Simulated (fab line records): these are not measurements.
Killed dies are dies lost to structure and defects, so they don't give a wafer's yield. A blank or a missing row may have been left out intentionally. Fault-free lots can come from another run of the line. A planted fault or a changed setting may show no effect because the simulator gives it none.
Which of the tools did it?    flow sky130    Sampling: 11 lots, 33 wafers, 2 of 708 route steps

== WHAT THE GAUGES READ, wafer by wafer ==
SKY_FIELD_ISO_CD_MEAS_13: target cd 150 nm.
lot   measured     on        cdNm (nm)
L730  day 2 08:20  cdSem-02  150.4 150.8 148.4
L732  day 2 16:59  cdSem-02  150.2 149.9 149.5
L735  day 3 10:44  cdSem-02  149.1 150.1 148.9
L736  day 3 17:44  cdSem-02  146.7 146.6 147.1
L737  day 4 05:02  cdSem-02  149.8 149.1 149.5
L742  day 4 22:29  cdSem-02  149.6 149.9 148.8
L744  day 5 06:53  cdSem-02  149.0 148.4 149.8
L745  day 5 12:56  cdSem-01  130.3 129.9 131.0
L746  day 5 18:32  cdSem-02  147.8 148.5 149.0
L750  day 6 13:02  cdSem-02  148.9 149.4 151.0
L753  day 7 03:52  cdSem-02  148.7 148.2 149.0

== WHICH TOOL RAN EACH LOT (tool, then ch and the chambers of the sampled wafers, then the start) ==
lot   SKY_FIELD_ISO_EXPOSE_10
L730  krfScanner-02 ch 0, day 2 01:03
L732  krfScanner-01 ch 0, day 2 09:34
L735  krfScanner-02 ch 0, day 3 03:20
L736  krfScanner-02 ch 0, day 3 10:23
L737  krfScanner-02 ch 0, day 3 21:14
L742  krfScanner-02 ch 0, day 4 14:17
L744  krfScanner-02 ch 0, day 4 22:43
L745  krfScanner-02 ch 0, day 5 04:23
L746  krfScanner-01 ch 0, day 5 09:34
L750  krfScanner-01 ch 0, day 6 04:16
L753  krfScanner-01 ch 0, day 6 18:10
- SKY_FIELD_ISO_EXPOSE_10: exposes mask FOM, target cd 150 nm.

== THE ANSWER, worked out from the rows above alone ==
Rule: usual is defined by the lots themselves. The widest of any qualifying gaps counts: lots, ordered by their means at a reading, are off when they make up no more than a third of the lots, leave a main group of 4 or more, and stand apart from it by 3 or more times the standard deviation of that group's means. A main group is skipped when, at the precision printed for the reading in the tables above, its means are all equal. A lot without any number at a reading at which 4 lots or more have one is off too. Any other lot the step has rows for is counted as sound.
Off, at SKY_FIELD_ISO_CD_MEAS_13 on cdNm: L745. The main group: mean 149.1 nm, standard deviation 0.89.
If a tool, at a process step before that reading, ran all the lots that are off and no sound lot after the first of them, it fits. Gauges at SKY_FIELD_ISO_CD_MEAS_13: tried the same way as those tools. This does not decide it: 2 tools fit, namely krfScanner-02 at SKY_FIELD_ISO_EXPOSE_10 and cdSem-01 at SKY_FIELD_ISO_CD_MEAS_13.

== WHAT HAD BEEN PUT IN BY THE SIMULATOR ==
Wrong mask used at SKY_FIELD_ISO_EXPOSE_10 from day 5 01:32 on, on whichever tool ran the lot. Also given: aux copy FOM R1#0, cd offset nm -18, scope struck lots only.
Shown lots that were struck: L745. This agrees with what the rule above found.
